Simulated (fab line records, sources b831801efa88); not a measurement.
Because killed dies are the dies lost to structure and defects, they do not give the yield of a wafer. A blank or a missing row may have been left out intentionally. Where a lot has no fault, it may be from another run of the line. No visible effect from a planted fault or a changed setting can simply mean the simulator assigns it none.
fab line records	flow sky130
record: lots: 24	wafers: 72	last_day: 50
route steps=708 shown CONTACT@425 METAL2@503 VIA2@523 METAL3@532
lots that met no fault: taken from a fault-free run of the same line
start_h: hours from the record's first day to the start of the lot's first wafer shown	wait_h: how many hours have passed since the lot's step before this one	" unchanged from the row above	L1.1+2: several wafers, shown together as one row	- either no value or no given start	* or withheld: withheld	< > ~ a bound
route shown NAME@n: NAME is a module with steps in the file, n the number in the route of the first one	usual: the fault-free wafers' mean and standard deviation	same: alike in all rows	chamber/n: place in a boat	sites: the reading at each site	_std_site: the standard deviation of these	_edge_site: outer sites' mean less inner sites'	radius_mm: how far each site lies from the wafer's centre	mask NAME#n: copy n	behind: tool/chamber where the wafer was last shaped	hold: cause of the lot's hold/its duration in hours/its outcome	device: transistor that didn't switch, given as n, p or np	end of line: the route-end tests of the same wafers	where a step has no rows: the recipe by itself	killed: the dies lost at the first sort to structure and to defects; this is not the yield of the wafer	map: a wafer's dies, x killed, . not, _ none there
set.NAME: setting as actually run; set.NAME@STEP: the setting as run at that earlier step	model.NAME: the simulator's own value behind a step, which no gauge read
steps of the route over a sample of lots; a table a step, a row a wafer
services: when a tool's chamber went out of use (start_h, in hours from the record's first day, below 0 if earlier), for how many hours, and the reason
== steps ==
step: SKY_CONTACT_STRIP_19
recipe: chemistry: O2/N2	power_w: 1400	pressure_mtorr: 1500	platen_temp_c: withheld	o2_flow_sccm: 3000	n2_flow_sccm: 300	overash_fraction: 0.5
usual: drypump_motor_current_A: 5.7/0.62	oes_product_au: 0.381/0.0051	strip_time_to_endpoint_s: 3.63/0.05
lot.wafer	tool	chamber	start_h	wait_h	drypump_motor_current_A	oes_product_au	rf_hours_counter_h	strip_time_to_endpoint_s
L076.4	plasma_asher-02	0	757.27	-	4.9	0.374	-	3.64
L076.5	"	1	"	"	5.6	0.377	-	3.54
L076.6	"	0	"	"	4.9	0.381	-	3.60
L075.1	plasma_asher-03	0	757.50	-	6.1	0.378	92	3.65
L075.5	"	0	"	"	6.1	0.373	-	3.64
L075.6	"	1	"	"	5.1	0.383	-	3.66
L074.2	plasma_asher-02	1	758.45	-	5.6	0.378	28	3.63
L074.3	"	1	"	"	5.5	0.383	-	3.64
L074.4	"	0	"	"	4.9	0.382	-	3.63
L077.3	plasma_asher-02	0	759.55	-	4.9	0.389	-	3.62
L077.5	"	1	"	"	5.6	0.379	-	3.61
L077.6	"	0	"	"	4.9	0.379	-	3.63
L078.1	plasma_asher-01	0	767.08	-	6.6	0.383	67	3.66
L078.2	"	1	"	"	5.5	0.381	67	3.62
L078.3	"	0	"	"	6.6	0.379	-	3.69
L079.1	plasma_asher-01	1	777.37	-	5.5	0.381	68	3.66
L079.3	"	0	"	"	6.6	0.376	-	3.61
L079.6	"	1	"	"	5.5	0.388	-	3.65
L080.3	plasma_asher-02	1	784.30	-	5.6	0.381	-	3.64
L080.4	"	0	"	"	4.9	0.387	-	3.65
L080.6	"	1	"	"	5.5	0.390	-	3.60
L081.1	plasma_asher-01	1	793.72	-	5.4	0.382	70	3.61
L081.3	"	0	"	"	6.6	0.382	-	3.64
L081.6	"	1	"	"	5.4	0.386	-	3.62
L082.1	plasma_asher-01	0	805.33	-	6.6	0.377	71	3.59
L082.4	"	1	"	"	5.5	0.380	-	3.58
L082.5	"	1	"	"	5.5	0.389	-	3.69
L083.4	plasma_asher-01	0	810.45	-	6.6	0.377	-	3.50
L083.5	"	1	"	"	5.5	0.383	-	3.54
L083.6	"	0	"	"	6.6	0.377	-	3.51
L084.3	plasma_asher-01	0	818.19	-	6.6	0.372	-	3.57
L084.4	"	1	"	"	5.5	0.378	-	3.60
L084.5	"	0	"	"	6.7	0.378	-	3.60
L085.2	plasma_asher-03	0	819.54	-	6.1	0.383	97	3.65
L085.4	"	0	"	"	6.1	0.380	-	3.68
L085.6	"	1	"	"	5.1	0.382	-	3.65
L086.2	plasma_asher-01	0	832.07	-	6.7	0.375	73	3.64
L086.3	"	0	"	"	6.6	0.390	-	3.56
L086.6	"	1	"	"	5.5	0.381	-	3.54
L087.2	plasma_asher-01	1	841.37	-	5.4	0.374	74	3.72
L087.3	"	1	"	"	5.4	0.386	-	3.68
L087.5	"	0	"	"	6.6	0.390	-	3.72
L088.4	plasma_asher-01	1	848.72	-	5.5	0.381	-	3.61
L088.5	"	0	"	"	6.6	0.374	-	3.62
L088.6	"	1	"	"	5.4	0.382	-	3.61
L089.1	plasma_asher-01	1	853.13	-	5.5	0.383	75	3.64
L089.3	"	1	"	"	5.5	0.391	-	3.70
L089.4	"	0	"	"	6.6	0.377	-	3.62
L090.1	plasma_asher-03	0	854.47	-	6.1	0.380	101	3.65
L090.2	"	1	"	"	5.1	0.390	101	3.65
L090.5	"	0	"	"	6.1	0.375	-	3.63
L093.1	plasma_asher-03	0	898.32	-	6.1	0.384	105	3.73
L093.3	"	0	"	"	6.1	0.373	-	3.59
L093.5	"	0	"	"	6.1	0.380	-	3.60
L094.2	plasma_asher-03	1	899.95	-	5.1	0.378	106	3.58
L094.4	"	1	"	"	5.1	0.384	-	3.62
L094.6	"	1	"	"	5.1	0.375	-	3.55
L091.1	plasma_asher-01	0	901.13	-	6.6	0.392	80	3.63
L091.2	"	1	"	"	5.4	0.380	80	3.65
L091.3	"	1	"	"	5.5	0.378	-	3.67
L095.2	plasma_asher-03	1	902.73	-	5.1	0.375	106	3.54
L095.4	"	0	"	"	6.1	0.383	-	3.65
L095.6	"	1	"	"	5.1	0.379	-	3.64
L092.2	plasma_asher-02	1	902.87	-	5.6	0.378	43	3.62
L092.3	"	0	"	"	4.9	0.376	-	3.59
L092.5	"	0	"	"	4.9	0.393	-	3.69
L096.1	plasma_asher-02	0	903.88	-	4.9	0.383	43	3.55
L096.4	"	0	"	"	4.9	0.375	-	3.56
L096.5	"	0	"	"	4.9	0.377	-	3.58
L097.1	plasma_asher-03	0	910.53	-	6.1	0.381	107	3.69
L097.2	"	1	"	"	5.1	0.383	107	3.67
L097.4	"	1	"	"	5.1	0.377	-	3.62
step: SKY_METAL2_STRIP_20
recipe: chemistry: O2/N2	power_w: 1400	pressure_mtorr: 1500	platen_temp_c: withheld	o2_flow_sccm: 3000	n2_flow_sccm: 300	overash_fraction: 0.5
usual: drypump_motor_current_A: 5.5/0.46	oes_product_au: 0.343/0.0054	strip_time_to_endpoint_s: 2.68/0.081
lot.wafer	tool	chamber	start_h	wait_h	drypump_motor_current_A	oes_product_au	rf_hours_counter_h	strip_time_to_endpoint_s
L076.4	plasma_asher-02	1	840.32	0.1	5.5	0.349	-	2.80
L076.5	"	0	"	"	4.9	0.344	-	2.59
L076.6	"	1	"	"	5.6	0.340	-	2.77
L075.1	plasma_asher-02	1	841.25	0.1	5.6	0.335	36	2.63
L075.5	"	1	"	"	5.6	0.340	-	2.64
L075.6	"	0	"	"	4.9	0.337	-	2.63
L074.2	plasma_asher-03	0	842.12	0.1	6.1	0.351	100	2.82
L074.3	"	1	"	"	5.1	0.336	-	2.69
L074.4	"	0	"	"	6.1	0.352	-	2.83
L077.3	plasma_asher-04	0	843.05	0.1	5.8	0.348	-	2.63
L077.5	"	1	"	"	6.1	0.342	-	2.66
L077.6	"	0	"	"	5.8	0.353	-	2.83
L078.1	plasma_asher-04	1	851.07	0.1	6.1	0.336	11	2.85
L078.2	"	0	"	"	5.8	0.347	11	2.70
L078.3	"	1	"	"	6.1	0.350	-	2.68
L079.1	plasma_asher-03	1	860.91	0.1	5.1	0.355	101	2.78
L079.3	"	1	"	"	5.1	0.342	-	2.65
L079.6	"	0	"	"	6.1	0.352	-	2.78
L080.3	plasma_asher-02	0	867.43	0.1	4.9	0.337	-	2.64
L080.4	"	1	"	"	5.6	0.334	-	2.64
L080.6	"	1	"	"	5.5	0.345	-	2.67
L081.1	plasma_asher-02	1	877.30	0.1	5.6	0.339	40	2.63
L081.3	"	1	"	"	5.6	0.339	-	2.65
L081.6	"	1	"	"	5.5	0.338	-	2.65
L082.1	plasma_asher-03	0	886.56	0.1	6.1	0.343	104	2.73
L082.4	"	1	"	"	5.1	0.340	-	2.57
L082.5	"	1	"	"	5.1	0.341	-	2.59
L083.4	plasma_asher-02	1	892.60	0.1	5.6	0.339	-	2.63
L083.5	"	0	"	"	4.9	0.346	-	2.80
L083.6	"	1	"	"	5.6	0.340	-	2.65
L084.3	plasma_asher-04	0	900.20	0.1	5.7	0.350	-	2.59
L084.4	"	1	"	"	6.1	0.338	-	2.76
L084.5	"	0	"	"	5.8	0.355	-	2.78
L085.2	plasma_asher-04	1	901.61	0.1	6.1	0.346	16	2.64
L085.4	"	0	"	"	5.8	0.338	-	2.64
L085.6	"	1	"	"	6.1	0.344	-	2.65
L086.2	plasma_asher-02	0	912.32	0.1	4.9	0.342	44	2.56
L086.3	"	0	"	"	4.9	0.344	-	2.68
L086.6	"	1	"	"	5.5	0.347	-	2.60
L087.2	plasma_asher-02	1	921.79	0.1	5.6	0.352	45	2.80
L087.3	"	0	"	"	4.9	0.350	-	2.77
L087.5	"	0	"	"	4.9	0.349	-	2.80
L088.4	plasma_asher-04	1	929.20	0.1	6.1	0.338	-	2.72
L088.5	"	0	"	"	5.7	0.342	-	2.73
L088.6	"	1	"	"	6.1	0.341	-	2.58
L089.1	plasma_asher-04	0	933.37	0.1	5.8	0.339	19	2.65
L089.3	"	1	"	"	6.1	0.351	-	2.66
L089.4	"	0	"	"	5.7	0.342	-	2.67
L090.1	plasma_asher-03	1	935.82	0.1	5.1	0.343	109	2.63
L090.2	"	0	"	"	6.1	0.348	109	2.79
L090.5	"	1	"	"	5.1	0.345	-	2.66
L093.1	plasma_asher-02	1	975.93	0.1	5.5	0.344	50	2.62
L093.3	"	0	"	"	4.9	0.338	-	2.62
L093.5	"	0	"	"	4.9	0.342	-	2.63
L094.2	plasma_asher-02	0	978.84	0.1	4.9	0.337	51	2.66
L094.4	"	0	"	"	4.9	0.357	-	2.90
L094.6	"	0	"	"	4.9	0.343	-	2.84
L091.1	plasma_asher-02	1	979.85	0.1	5.6	0.342	51	2.60
L091.2	"	0	"	"	4.9	0.340	51	2.62
L091.3	"	1	"	"	5.6	0.331	-	2.59
L095.2	plasma_asher-02	0	981.97	0.1	4.9	0.333	51	2.54
L095.4	"	0	"	"	4.9	0.338	-	2.57
L095.6	"	0	"	"	4.9	0.343	-	2.58
L092.2	plasma_asher-03	1	982.59	0.1	5.1	0.345	113	2.66
L092.3	"	1	"	"	5.1	0.337	-	2.68
L092.5	"	0	"	"	6.1	0.337	-	2.62
L096.1	plasma_asher-03	0	983.89	0.1	6.1	0.340	113	2.68
L096.4	"	0	"	"	6.1	0.341	-	2.67
L096.5	"	0	"	"	6.1	0.342	-	2.57
L097.1	plasma_asher-04	0	989.46	0.1	5.7	0.340	25	2.69
L097.2	"	1	"	"	6.1	0.349	25	2.86
L097.4	"	0	"	"	5.8	0.335	-	2.66
step: SKY_VIA2_STRIP_16
recipe: chemistry: O2/N2	power_w: 1400	pressure_mtorr: 1500	platen_temp_c: withheld	o2_flow_sccm: 3000	n2_flow_sccm: 300	overash_fraction: 0.5
usual: drypump_motor_current_A: 5.5/0.57	oes_product_au: 0.399/0.0053	strip_time_to_endpoint_s: 4.06/0.039
lot.wafer	tool	chamber	start_h	wait_h	drypump_motor_current_A	oes_product_au	rf_hours_counter_h	strip_time_to_endpoint_s
L076.4	plasma_asher-03	0	867.39	0.1	6.1	0.393	-	4.00
L076.5	"	0	"	"	6.1	0.402	-	3.99
L076.6	"	1	"	"	5.1	0.408	-	4.02
L075.1	plasma_asher-03	0	868.51	0.0	6.1	0.396	102	4.06
L075.5	"	1	"	"	5.0	0.395	-	4.05
L075.6	"	0	"	"	6.1	0.410	-	4.07
L074.2	plasma_asher-02	1	869.21	0.0	5.6	0.396	39	4.09
L074.3	"	1	"	"	5.6	0.404	-	4.09
L074.4	"	0	"	"	4.9	0.400	-	4.08
L077.3	plasma_asher-01	1	869.59	0.1	5.5	0.394	-	4.05
L077.5	"	0	"	"	6.7	0.396	-	4.03
L077.6	"	1	"	"	5.4	0.392	-	4.02
L078.1	plasma_asher-02	1	878.41	0.0	5.5	0.396	40	4.02
L078.2	"	0	"	"	4.9	0.392	40	4.02
L078.3	"	0	"	"	4.9	0.402	-	4.12
L079.1	plasma_asher-03	0	887.01	0.0	6.1	0.389	104	4.05
L079.3	"	1	"	"	5.1	0.401	-	4.03
L079.6	"	0	"	"	6.1	0.396	-	4.03
L080.3	plasma_asher-02	1	894.39	0.1	5.6	0.398	-	4.03
L080.4	"	0	"	"	4.9	0.397	-	4.06
L080.6	"	1	"	"	5.5	0.394	-	4.08
L081.1	plasma_asher-01	1	903.08	0.0	5.5	0.397	80	4.01
L081.3	"	1	"	"	5.5	0.406	-	4.07
L081.6	"	0	"	"	6.6	0.402	-	4.05
L082.1	plasma_asher-03	0	913.28	0.0	6.1	0.395	107	4.00
L082.4	"	1	"	"	5.1	0.395	-	4.03
L082.5	"	1	"	"	5.1	0.396	-	4.01
L083.4	plasma_asher-01	1	918.72	0.0	5.5	0.402	-	4.03
L083.5	"	0	"	"	6.6	0.396	-	4.06
L083.6	"	1	"	"	5.5	0.391	-	4.04
L084.3	plasma_asher-02	0	926.52	0.1	4.9	0.387	-	4.01
L084.4	"	1	"	"	5.6	0.404	-	4.02
L084.5	"	0	"	"	4.9	0.400	-	4.05
L085.2	plasma_asher-02	0	927.74	0.0	4.9	0.400	45	4.06
L085.4	"	1	"	"	5.6	0.391	-	4.05
L085.6	"	0	"	"	4.9	0.399	-	4.04
L086.2	plasma_asher-02	0	938.89	0.0	4.9	0.405	46	4.06
L086.3	"	1	"	"	5.6	0.404	-	4.14
L086.6	"	0	"	"	4.9	0.394	-	4.06
L087.2	plasma_asher-02	1	947.43	0.0	5.5	0.395	47	4.08
L087.3	"	0	"	"	4.9	0.399	-	4.11
L087.5	"	0	"	"	4.9	0.399	-	4.13
L088.4	plasma_asher-02	1	954.91	0.1	5.6	0.400	-	4.02
L088.5	"	0	"	"	4.9	0.394	-	4.02
L088.6	"	1	"	"	5.5	0.395	-	4.05
L089.1	plasma_asher-03	0	959.30	0.0	6.1	0.405	111	4.06
L089.3	"	1	"	"	5.1	0.402	-	4.07
L089.4	"	0	"	"	6.1	0.388	-	4.03
L090.1	plasma_asher-01	0	961.21	0.0	6.6	0.388	86	4.03
L090.2	"	1	"	"	5.5	0.405	86	4.10
L090.5	"	1	"	"	5.5	0.403	-	4.09
L093.1	plasma_asher-01	1	1001.87	0.0	5.4	0.396	90	4.03
L093.3	"	0	"	"	6.6	0.394	-	4.05
L093.5	"	0	"	"	6.6	0.399	-	4.02
L094.2	plasma_asher-03	1	1004.64	0.0	5.1	0.400	115	4.00
L094.4	"	0	"	"	6.1	0.402	-	4.04
L094.6	"	0	"	"	6.1	0.388	-	4.01
L091.1	plasma_asher-03	1	1005.69	0.0	5.1	0.407	115	4.04
L091.2	"	0	"	"	6.1	0.404	115	4.06
L091.3	"	0	"	"	6.1	0.410	-	4.07
L095.2	plasma_asher-02	0	1007.41	0.0	4.9	0.407	54	4.10
L095.4	"	0	"	"	4.9	0.400	-	4.08
L095.6	"	1	"	"	5.5	0.403	-	4.11
L092.2	plasma_asher-02	1	1008.78	0.0	5.6	0.391	54	4.12
L092.3	"	0	"	"	4.9	0.399	-	4.10
L092.5	"	1	"	"	5.6	0.411	-	4.15
L096.1	plasma_asher-02	0	1009.60	0.0	4.9	0.392	54	4.03
L096.4	"	0	"	"	4.9	0.399	-	4.03
L096.5	"	0	"	"	4.9	0.398	-	4.02
L097.1	plasma_asher-01	0	1014.98	0.0	6.7	0.412	91	4.09
L097.2	"	1	"	"	5.5	0.397	91	4.09
L097.4	"	0	"	"	6.6	0.405	-	4.13
step: SKY_METAL3_SPUTTER_00
recipe: material: Ti	target_thk_nm: 15	power_w: 3000	time_s: 10	chamber_pressure_pa: 0.4
usual: throttle_valve_pct: 30.4/1.2
same: time_s: 10
lot.wafer	tool	chamber	start_h	wait_h	throttle_valve_pct
L076.4	pvd_sputter-04	-	868.66	0.1	28.2
L076.5	"	-	"	"	30.2
L076.6	"	-	"	"	31.1
L075.1	pvd_sputter-01	-	869.78	0.1	31.2
L075.5	"	-	"	"	31.3
L075.6	"	-	"	"	33.2
L074.2	pvd_sputter-01	-	870.52	0.2	29.2
L074.3	"	-	"	"	31.5
L074.4	"	-	"	"	33.0
L077.3	pvd_sputter-02	-	870.83	0.2	30.5
L077.5	"	-	"	"	30.3
L077.6	"	-	"	"	30.2
L078.1	pvd_sputter-04	-	879.68	0.1	28.2
L078.2	"	-	"	"	30.0
L078.3	"	-	"	"	31.0
L079.1	pvd_sputter-02	-	888.27	0.2	30.7
L079.3	"	-	"	"	30.2
L079.6	"	-	"	"	30.2
L080.3	pvd_sputter-02	-	895.62	0.1	30.3
L080.4	"	-	"	"	30.3
L080.6	"	-	"	"	30.3
L081.1	pvd_sputter-02	-	904.37	0.2	31.3
L081.3	"	-	"	"	30.2
L081.6	"	-	"	"	31.3
L082.1	pvd_sputter-02	-	914.57	0.1	30.5
L082.4	"	-	"	"	30.1
L082.5	"	-	"	"	30.5
L083.4	pvd_sputter-02	-	919.96	0.2	31.1
L083.5	"	-	"	"	30.4
L083.6	"	-	"	"	30.3
L084.3	pvd_sputter-02	-	927.76	0.2	31.5
L084.4	"	-	"	"	30.2
L084.5	"	-	"	"	30.6
L085.2	pvd_sputter-04	-	929.04	0.2	31.4
L085.4	"	-	"	"	30.1
L085.6	"	-	"	"	31.3
L086.2	pvd_sputter-02	-	940.15	0.2	30.3
L086.3	"	-	"	"	31.3
L086.6	"	-	"	"	30.4
L087.2	pvd_sputter-04	-	948.74	0.2	30.0
L087.3	"	-	"	"	29.4
L087.5	"	-	"	"	30.2
L088.4	pvd_sputter-04	-	956.15	0.1	28.2
L088.5	"	-	"	"	28.3
L088.6	"	-	"	"	29.7
L089.1	pvd_sputter-04	-	960.58	0.1	29.7
L089.3	"	-	"	"	30.0
L089.4	"	-	"	"	28.1
L090.1	pvd_sputter-04	-	962.49	0.2	28.0
L090.2	"	-	"	"	30.4
L090.5	"	-	"	"	29.5
L093.1	pvd_sputter-02	-	1003.14	0.1	30.1
L093.3	"	-	"	"	30.6
L093.5	"	-	"	"	30.3
L094.2	pvd_sputter-04	-	1005.90	0.2	30.0
L094.4	"	-	"	"	29.4
L094.6	"	-	"	"	28.2
L091.1	pvd_sputter-01	-	1006.95	0.2	33.2
L091.2	"	-	"	"	31.5
L091.3	"	-	"	"	33.3
L095.2	pvd_sputter-01	-	1008.67	0.2	33.2
L095.4	"	-	"	"	29.4
L095.6	"	-	"	"	29.5
L092.2	pvd_sputter-04	-	1010.25	0.1	31.3
L092.3	"	-	"	"	30.3
L092.5	"	-	"	"	29.2
L096.1	pvd_sputter-04	-	1010.90	0.2	29.5
L096.4	"	-	"	"	31.1
L096.5	"	-	"	"	30.2
L097.1	pvd_sputter-02	-	1016.28	0.1	31.3
L097.2	"	-	"	"	30.2
L097.4	"	-	"	"	29.9
step: SKY_METAL3_OVL_MEAS_14
usual: METAL3_OVL: 2/4.9
lot.wafer	tool	chamber	start_h	wait_h	METAL3_OVL[nm]
L076.4	overlay-01	-	920.12	0.1	3
L076.5	"	-	"	"	0
L076.6	"	-	"	"	3
L075.1	overlay-01	-	920.93	0.1	-2
L075.5	"	-	"	"	8
L075.6	"	-	"	"	4
L074.2	overlay-02	-	921.70	0.1	0
L074.3	"	-	"	"	-2
L074.4	"	-	"	"	-2
L077.3	overlay-02	-	922.56	0.1	-9
L077.5	"	-	"	"	-1
L077.6	"	-	"	"	-10
L078.1	overlay-02	-	930.65	0.1	3
L078.2	"	-	"	"	10
L078.3	"	-	"	"	4
L079.1	overlay-02	-	939.84	0.1	-2
L079.3	"	-	"	"	3
L079.6	"	-	"	"	3
L080.3	overlay-02	-	946.85	0.1	0
L080.4	"	-	"	"	1
L080.6	"	-	"	"	8
L081.1	overlay-02	-	955.75	0.1	3
L081.3	"	-	"	"	0
L081.6	"	-	"	"	0
L082.1	overlay-01	-	964.89	0.1	7
L082.4	"	-	"	"	4
L082.5	"	-	"	"	4
L083.4	overlay-01	-	970.31	0.1	-5
L083.5	"	-	"	"	-3
L083.6	"	-	"	"	3
L084.3	overlay-01	-	978.00	0.1	8
L084.4	"	-	"	"	2
L084.5	"	-	"	"	6
L085.2	overlay-01	-	978.30	0.1	1
L085.4	"	-	"	"	1
L085.6	"	-	"	"	1
L086.2	overlay-02	-	989.60	0.1	-5
L086.3	"	-	"	"	3
L086.6	"	-	"	"	0
L087.2	overlay-02	-	998.19	0.1	-1
L087.3	"	-	"	"	12
L087.5	"	-	"	"	4
L088.4	overlay-02	-	1005.92	0.1	-7
L088.5	"	-	"	"	-2
L088.6	"	-	"	"	2
L089.1	overlay-01	-	1010.05	0.1	5
L089.3	"	-	"	"	3
L089.4	"	-	"	"	-3
L090.1	overlay-01	-	1012.95	0.1	0
L090.2	"	-	"	"	-3
L090.5	"	-	"	"	3
L093.1	overlay-01	-	1048.59	0.1	1
L093.3	"	-	"	"	1
L093.5	"	-	"	"	4
L094.2	overlay-01	-	1050.16	0.1	2
L094.4	"	-	"	"	6
L094.6	"	-	"	"	16
L091.1	overlay-02	-	1050.79	0.1	-1
L091.2	"	-	"	"	7
L091.3	"	-	"	"	-2
L095.2	overlay-02	-	1052.04	0.1	7
L095.4	"	-	"	"	-2
L095.6	"	-	"	"	1
L092.2	overlay-01	-	1053.95	0.1	-8
L092.3	"	-	"	"	-2
L092.5	"	-	"	"	0
L096.1	overlay-02	-	1054.49	0.1	-2
L096.4	"	-	"	"	5
L096.5	"	-	"	"	0
L097.1	overlay-02	-	1059.04	0.1	-2
L097.2	"	-	"	"	14
L097.4	"	-	"	"	2
step: SKY_METAL3_METAL_ETCH_18
recipe: target_depth_a: 8450	stop_on: SiO2	over_etch_frac: 0.3	time_s: 183.1	chemistry: Cl2/BCl3	resist_sidewall_deg: 88	pressure_mtorr: 10	icp_w: 900	bias_w: 48.5	Cl2_flow_sccm: 60	bcl3_flow_sccm: 30
usual: drypump_motor_current_A: 5.9/0.55	he_backside_leak_sccm: 3.31/0.16	oes_product_au: 0.866/0.0069	throttle_valve_pct: 22.263/0.0095
same: time_s: 183.1
lot.wafer	tool	chamber	start_h	wait_h	drypump_motor_current_A	he_backside_leak_sccm	oes_product_au	rf_hours_counter_h	throttle_valve_pct
L076.4	rie_metal-02	1	920.34	0.1	6.3	3.07	0.869	-	22.275
L076.5	"	1	"	"	6.3	3.12	0.865	-	22.282
L076.6	"	0	"	"	4.7	3.25	0.882	-	22.251
L075.1	rie_metal-01	1	921.12	0.0	6.3	3.29	0.867	4	22.260
L075.5	"	0	"	"	5.9	3.50	0.867	-	22.265
L075.6	"	1	"	"	6.3	3.42	0.854	-	22.280
L074.2	rie_metal-04	1	921.88	0.0	5.9	3.25	0.860	1	22.258
L074.3	"	0	"	"	6.1	3.44	0.863	-	22.270
L074.4	"	1	"	"	6.0	3.15	0.875	-	22.264
L077.3	rie_metal-02	0	922.79	0.1	4.7	3.29	0.861	-	22.274
L077.5	"	0	"	"	4.8	3.53	0.860	-	22.278
L077.6	"	1	"	"	6.3	2.79	0.869	-	22.279
L078.1	rie_metal-02	0	930.83	0.0	4.7	3.37	0.867	11	22.262
L078.2	"	1	"	"	6.3	3.27	0.855	1	22.253
L078.3	"	0	"	"	4.7	3.29	0.879	-	22.261
L079.1	rie_metal-01	1	940.03	0.0	6.3	3.04	0.864	6	22.246
L079.3	"	1	"	"	6.2	3.15	0.872	-	22.259
L079.6	"	1	"	"	6.3	3.10	0.871	-	22.255
L080.3	rie_metal-01	1	947.14	0.1	6.2	3.23	0.872	-	22.269
L080.4	"	1	"	"	6.2	3.22	0.873	-	22.262
L080.6	"	1	"	"	6.2	3.15	0.867	-	22.261
L081.1	rie_metal-01	0	955.94	0.0	5.9	3.47	0.861	0	22.254
L081.3	"	1	"	"	6.3	3.13	0.858	-	22.250
L081.6	"	1	"	"	6.3	3.29	0.865	-	22.272
L082.1	rie_metal-01	1	965.08	0.0	6.3	3.50	0.865	8	22.271
L082.4	"	0	"	"	5.9	3.71	0.871	-	22.261
L082.5	"	1	"	"	6.3	3.47	0.861	-	22.267
L083.4	rie_metal-04	1	970.54	0.1	5.9	3.25	0.862	-	22.268
L083.5	"	0	"	"	6.0	3.42	0.859	-	22.272
L083.6	"	1	"	"	5.9	3.36	0.859	-	22.256
L084.3	rie_metal-01	1	978.29	0.1	6.3	3.28	0.866	-	22.253
L084.4	"	1	"	"	6.3	3.33	0.862	-	22.264
L084.5	"	1	"	"	6.3	3.20	0.867	-	22.267
L085.2	rie_metal-02	1	978.48	0.0	6.3	3.10	0.874	4	22.255
L085.4	"	1	"	"	6.3	3.40	0.859	-	22.268
L085.6	"	0	"	"	4.7	3.37	0.874	-	22.258
L086.2	rie_metal-01	1	989.78	0.0	6.3	3.19	0.855	10	22.261
L086.3	"	1	"	"	6.3	3.23	0.862	-	22.276
L086.6	"	0	"	"	5.9	3.43	0.863	-	22.263
L087.2	rie_metal-02	1	998.43	0.1	6.3	3.22	0.857	-	22.253
L087.3	"	1	"	"	6.3	3.20	0.869	-	22.274
L087.5	"	1	"	"	6.3	3.09	0.857	-	22.253
L088.4	rie_metal-02	0	1006.14	0.1	4.8	3.17	0.868	-	22.251
L088.5	"	0	"	"	4.7	3.30	0.868	-	22.267
L088.6	"	1	"	"	6.3	3.30	0.862	-	22.259
L089.1	rie_metal-01	1	1010.24	0.0	6.3	3.35	0.867	11	22.255
L089.3	"	1	"	"	6.3	3.34	0.860	-	22.275
L089.4	"	1	"	"	6.3	3.43	0.871	-	22.246
L090.1	rie_metal-04	0	1013.14	0.0	6.0	3.44	0.873	19	22.262
L090.2	"	1	"	"	5.8	3.47	0.851	6	22.263
L090.5	"	1	"	"	5.8	3.40	0.862	-	22.261
L093.1	rie_metal-04	0	1048.78	0.0	6.1	3.35	0.867	21	22.256
L093.3	"	0	"	"	6.0	3.34	0.857	-	22.245
L093.5	"	0	"	"	6.0	3.36	0.859	-	22.272
L094.2	rie_metal-01	1	1050.34	0.0	6.3	3.20	0.864	14	22.259
L094.4	"	1	"	"	6.3	3.14	0.866	-	22.267
L094.6	"	0	"	"	5.9	3.25	0.871	-	22.243
L091.1	rie_metal-02	0	1050.97	0.0	4.7	3.35	0.862	17	22.262
L091.2	"	1	"	"	6.3	2.92	0.870	8	22.237
L091.3	"	1	"	"	6.3	3.12	0.857	-	22.262
L095.2	rie_metal-04	1	1052.22	0.0	5.9	3.35	0.861	9	22.281
L095.4	"	0	"	"	6.1	3.47	0.861	-	22.278
L095.6	"	0	"	"	6.1	3.42	0.851	-	22.256
L092.2	rie_metal-04	1	1054.13	0.0	5.9	3.40	0.875	9	22.259
L092.3	"	1	"	"	5.9	3.43	0.867	-	22.261
L092.5	"	1	"	"	5.9	3.36	0.874	-	22.259
L096.1	rie_metal-02	0	1054.67	0.0	4.7	3.43	0.874	18	22.264
L096.4	"	1	"	"	6.3	3.09	0.863	-	22.274
L096.5	"	0	"	"	4.8	3.32	0.864	-	22.269
L097.1	rie_metal-02	0	1059.22	0.0	4.7	3.47	0.861	18	22.274
L097.2	"	1	"	"	6.3	2.85	0.871	9	22.248
L097.4	"	0	"	"	4.7	3.35	0.869	-	22.266
== services ==
tool	chamber	start_h	hours	kind
plasma_asher-04	-	733.75	9.0	pm
pvd_sputter-02	-	757.57	0.5	repair
pvd_sputter-02	-	769.14	4.5	repair
rie_metal-01	-	778.41	2.8	pm
plasma_asher-03	-	807.09	1.6	repair
plasma_asher-01	-	811.22	5.8	repair
plasma_asher-03	-	820.61	0.4	repair
pvd_sputter-04	-	824.75	1.0	repair
pvd_sputter-04	-	838.07	2.5	repair
pvd_sputter-02	-	850.79	6.3	repair
plasma_asher-03	-	935.92	0.7	repair
rie_metal-02	-	936.75	0.2	repair
plasma_asher-03	-	949.93	4.3	pm
pvd_sputter-02	-	956.01	14.5	repair
plasma_asher-01	-	957.01	2.8	pm
pvd_sputter-02	-	963.60	5.1	repair
plasma_asher-03	-	974.69	5.6	repair
pvd_sputter-02	-	989.07	8.4	repair
rie_metal-01	0	996.18	1.5	repair
rie_metal-02	0	998.12	2.8	repair
rie_metal-01	0	1008.00	4.2	repair
pvd_sputter-04	-	1044.65	2.2	repair
plasma_asher-02	-	1047.42	1.4	repair
plasma_asher-03	-	1055.25	9.0	pm
== key ==
fault none
